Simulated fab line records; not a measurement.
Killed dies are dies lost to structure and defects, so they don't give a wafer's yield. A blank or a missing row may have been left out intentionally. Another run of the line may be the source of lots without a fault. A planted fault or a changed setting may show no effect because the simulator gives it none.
Which tool is to blame?	flow sky130	36 wafers sampled from 12 lots at 1 step of a route of 708

## WHAT EACH GAUGE READ, for each wafer
SKY_LI_CONTACT_THK_MEAS_01. Usual: for LI_CONTACT_HDPCVD_THK the level is 933 nm and the standard deviation is 9.9.
lot	measured	on	LI_CONTACT_HDPCVD_THK (nm)	flag
L399	day 27 20:55	filmMetro-04	930 943 936	
L400	day 28 03:17	filmMetro-04	931 936 914	
L403	day 29 08:22	filmMetro-04	932 935 934	
L404	day 30 00:38	filmMetro-01	930 921 927	
L407	day 30 18:41	filmMetro-01	925 932 936	
L409	day 30 23:59	filmMetro-01	925 927 911	
L410	day 31 09:47	filmMetro-02	928 919 931	
L415	day 34 07:46	filmMetro-04	932 939 929	
L418	day 34 11:02	filmMetro-01	925 926 921	
L419	day 34 12:16	filmMetro-01	924 921 939	
L420	day 34 18:14	filmMetro-04	934 950 952	
L421	day 34 23:11	filmMetro-02	944 944 937	

## EACH LOT AND THE TOOL THAT RAN IT (in order: tool; ch and the chambers of the sampled wafers; start)
The record shows no process step preceding these readings.

## AS READ BY THE TOOLS THEMSELVES (means over the sampled wafers that have a number; for cases with no such wafer, the mark the record gives instead)
The record holds no such reading with a usual standard deviation.

## THE ANSWER, worked out from the rows above alone
Rule: lot off if the mean of its wafers having a number is beyond 3 standard deviations from the usual mean. Also off: a lot with no number at a reading for which 4 or more lots have one. The other lots that the step has rows for count as sound. Order of review: gauges by route order, followed by the tools' own readings, for which a lot's mean as printed above is used. At the first step where some lot is off, the reading lying furthest off is the one used; lots without a number count as furthest.
Nothing can be told from this: no lot is off at any reading shown.

## WHAT WAS PUT IN BY THE SIMULATOR
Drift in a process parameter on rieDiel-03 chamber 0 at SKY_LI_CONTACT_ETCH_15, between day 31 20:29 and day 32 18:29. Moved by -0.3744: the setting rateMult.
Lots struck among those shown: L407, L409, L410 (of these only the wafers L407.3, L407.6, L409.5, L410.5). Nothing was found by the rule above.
